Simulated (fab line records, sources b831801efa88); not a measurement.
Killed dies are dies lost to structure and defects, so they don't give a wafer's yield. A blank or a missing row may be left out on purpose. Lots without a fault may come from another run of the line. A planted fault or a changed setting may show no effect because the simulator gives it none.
One fault seen from 2 desks | flow sky130 | each desk has only its own numbers; what lay behind them comes last

THE METROLOGY DESK
What the gauges read, lot by lot, whatever tool the lot ran on: means of the sampled wafers that have a number. A lot is out of limits, marked OUT, if its mean lies more than 4 standard deviations from the usual mean; the brackets give that distance.
Columns: A = cd_nm at SKY_VT_ADJUST_HVTP_CD_MEAS_07, usual 381.0 nm; B = VT_ADJUST_HVTR_OVL at SKY_VT_ADJUST_HVTR_OVL_MEAS_08, usual -0.2 nm; C = GATE_OXIDE_OXIDATION_00_THK at SKY_GATE_OXIDE_THK_MEAS_02, usual 10.27 nm
lot  | first seen here | A     | B    | C
L588 | day 6 00:07     | 382.4 | -0.5 | 10.12
L590 | day 6 13:59     | 381.3 | -0.0 | 10.22
L594 | day 7 15:38     | 379.9 | 0.3  | 10.18
L595 | day 7 22:54     | 383.5 | -1.6 | 9.48 (-4.6) OUT
L597 | day 8 06:20     | 380.9 | -0.3 | 9.52 (-4.4) OUT
L603 | day 10 07:24    | 380.8 | 0.2  | 10.22
L604 | day 10 10:24    | 383.6 | -2.2 | 10.12
L606 | day 10 17:47    | 381.2 | -1.7 | 10.01
L608 | day 11 13:52    | 381.0 | 0.0  | 10.25
L609 | day 11 14:37    | 379.9 | 0.8  | 10.03
L611 | day 12 03:20    | 381.0 | 1.0  | 10.31
This desk's finding: out of limits on L595, L597; first on L595, day 15 02:04 (GATE_OXIDE_OXIDATION_00_THK at SKY_GATE_OXIDE_THK_MEAS_02). In limits: L588, L590, L594, L603, L604, L606, L608, L609, L611.

THE TOOL OWNER'S DESK: furnace-02
The tool's own readings at SKY_GATE_OXIDE_OXIDATION_01 (stabilise 600 s, purge 300 s, target thk 10.268 nm): means of the sampled wafers that have a number, for each lot that ran on this tool. A lot is out of limits, marked OUT, if its mean lies more than 4 standard deviations from the usual mean; the brackets give that distance.
Columns: A = spike_tc_bottom_C at SKY_GATE_OXIDE_OXIDATION_01, usual 919.3 C; B = spike_tc_centre_C at SKY_GATE_OXIDE_OXIDATION_01, usual 900.3 C; C = spike_tc_lower_C at SKY_GATE_OXIDE_OXIDATION_01, usual 901.0 C; D = spike_tc_top_C at SKY_GATE_OXIDE_OXIDATION_01, usual 910.7 C; E = spike_tc_upper_C at SKY_GATE_OXIDE_OXIDATION_01, usual 900.1 C; F = tube_center_temp_C at SKY_GATE_OXIDE_OXIDATION_01, usual 900 C; G = tube_center_temp_C_max at SKY_GATE_OXIDE_OXIDATION_01, usual 902.3
lot  | first seen here | A                | B                | C                | D                | E                | F             | G
L590 | day 13 11:30    | 920.3            | 899.8            | 899.4            | 910.6            | 899.5            | 900           | 902.2
L595 | day 15 00:38    | 913.5 (-5.3) OUT | 894.5 (-5.8) OUT | 892.8 (-4.3) OUT | 904.1 (-6.6) OUT | 894.0 (-5.5) OUT | 894 (-76) OUT | 895.9 (-16) OUT
L597 | day 15 12:23    | 913.6 (-5.2) OUT | 893.7 (-6.6) OUT | 893.0 (-4.2) OUT | 905.5 (-5.2) OUT | 893.7 (-5.8) OUT | 893 (-76) OUT | 895.5 (-17) OUT
L603 | day 18 02:19    | 919.5            | 900.4            | 899.4            | 910.0            | 900.1            | 900           | 902.5
L604 | day 18 04:59    | 919.5            | 900.4            | 899.9            | 909.8            | 899.7            | 900           | 902.3
L606 | day 18 14:29    | 918.8            | 900.4            | 899.4            | 910.4            | 900.0            | 900           | 902.3
L608 | day 19 17:43    | 920.2            | 900.9            | 900.2            | 910.1            | 900.7            | 900           | 902.7
L609 | day 19 20:49    | 920.0            | 901.9            | 899.5            | 909.9            | 900.5            | 900           | 903.0
L611 | day 20 12:19    | 920.1            | 900.6            | 900.3            | 909.8            | 900.5            | 900           | 902.3
This desk's finding: out of limits on L595, L597; first on L595, day 15 00:38 (spike_tc_bottom_C at SKY_GATE_OXIDE_OXIDATION_01). In limits: L590, L603, L604, L606, L608, L609, L611.

PUT TOGETHER
The tool owner's desk could have raised an alarm at day 15 00:38, on L595, L597.
The metrology desk could have raised an alarm at day 15 02:04, on L595, L597.
Of the lots named, all ran SKY_GATE_OXIDE_OXIDATION_01 on furnace-02.

WHAT THE SIMULATOR HAD PUT IN
Process parameter drift: furnace-02, from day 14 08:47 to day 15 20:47, at SKY_GATE_OXIDE_OXIDATION_01. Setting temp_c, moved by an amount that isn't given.
Lots struck among those shown: L595, L597.
Hours from the fault's start to each desk's first reading out of limits: the tool owner's desk, 16; the metrology desk, 17.
